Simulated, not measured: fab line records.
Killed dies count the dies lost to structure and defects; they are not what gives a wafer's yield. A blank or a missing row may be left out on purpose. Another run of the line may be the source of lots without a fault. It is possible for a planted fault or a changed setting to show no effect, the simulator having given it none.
Problem report in the 8D (eight disciplines) form, filled by code | flow sky130 | the parts of the form that need people (team, actions taken, sign-off) are left out

## 1. WHAT WENT WRONG
At SKY_CAP2M_METAL_ETCH_13, oesProductAu averages 0.884 a.u. over 6 wafers from 2 lots, while fault-free wafers read 0.945 a.u., standard deviation 0.0076. That puts it -8.0 standard deviations away from the usual mean.
The step: etches TiN in Cl2/BCl3, stops on SiO2, target depth 220 nm, time 62.9 s.
First seen on wafer L572.1, day 46 02:06, on rieMetal-04. At this step, 42 wafers from 14 lots have a number in the record. The rule behind "out" and "out of limits": a value lying over 4 standard deviations away from the usual mean. The rest of the wafers with a number are treated as sound.

## 2. WHAT THIS IS AND IS NOT
question                    | is                     | is not
which readings at this step | oesProductAu           | drypumpMotorCurrentA
which lots                  | L572, L573             | L551, L552, L556, L557, L558, L559, L560, L562, L563, L564, L566, L574
which wafers of those lots  | all that have a number | -
read on which tools         | rieMetal-04            | rieMetal-01, rieMetal-03
when                        | from day 46 02:06      | up to then (33 sound wafers); but 3 sound wafers of L574 came after

## 3. WHAT RULES OUT EACH SUSPECT
Counting: any tool at a process step up to the reading is kept as a suspect provided that every lot that is out went through it and no sound lot did after the first of them.
- pvdSputter-02 at SKY_METAL4_SPUTTER_01 (material TiN, target thk 20 nm, time 16.7 s): ruled out as a lasting fault. The sound lots L574 went through it after L572, its earliest lot that is out (day 45 05:21).
- rieMetal-04 at SKY_CAP2M_METAL_ETCH_13 (etches TiN in Cl2/BCl3, stops on SiO2, target depth 220 nm, time 62.9 s): kept. It processed each lot that is out, first L572 at day 46 02:06, and no sound lot thereafter; up to then, the last sound lot it processed was L564 at day 44 17:33. Its own readings are out on those wafers: oesProductAu.
Remaining after the count: rieMetal-04 at SKY_CAP2M_METAL_ETCH_13.

## 4. THE CAUSE (what the simulator had put in)
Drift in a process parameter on rieMetal-04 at SKY_CAP2M_METAL_ETCH_13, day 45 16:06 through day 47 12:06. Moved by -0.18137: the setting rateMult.
Counting left only this tool.

## 5. SEQUENCE OF EFFECTS, ordered by route
One row per reading whose mean, taken over the struck wafers that have a number, lies over 3 standard deviations from the usual. Only readings whose record carries a usual standard deviation are examined. hours: median over the lots of the time between each lot's start at the first step of this table that gives one and its start at this step. sigmas: the change, counted in usual standard deviations.
hours | step                    | reading              | usual      | on struck wafers | change | sigmas
0     | SKY_CAP2M_METAL_ETCH_13 | oesProductAu         | 0.945 a.u. | 0.884            | -0.061 | -8.0
0     | SKY_CAP2M_METAL_ETCH_13 | throttleValvePct     | 21.899 %   | 21.937           | +0.038 | +3.4
0     | SKY_CAP2M_STRIP_14      | stripTimeToEndpointS | 12.65 s    | 12.90            | +0.25  | +5.7
It contains these process steps:
- SKY_CAP2M_METAL_ETCH_13: etches TiN in Cl2/BCl3, stops on SiO2, target depth 220 nm, time 62.9 s.
- SKY_CAP2M_STRIP_14: strips in O2/N2.

## 6. WHAT WOULD HAVE CAUGHT IT SOONER
First out-of-limits reading in this record: day 46 02:06, which is 10 hours after fault onset at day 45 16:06.
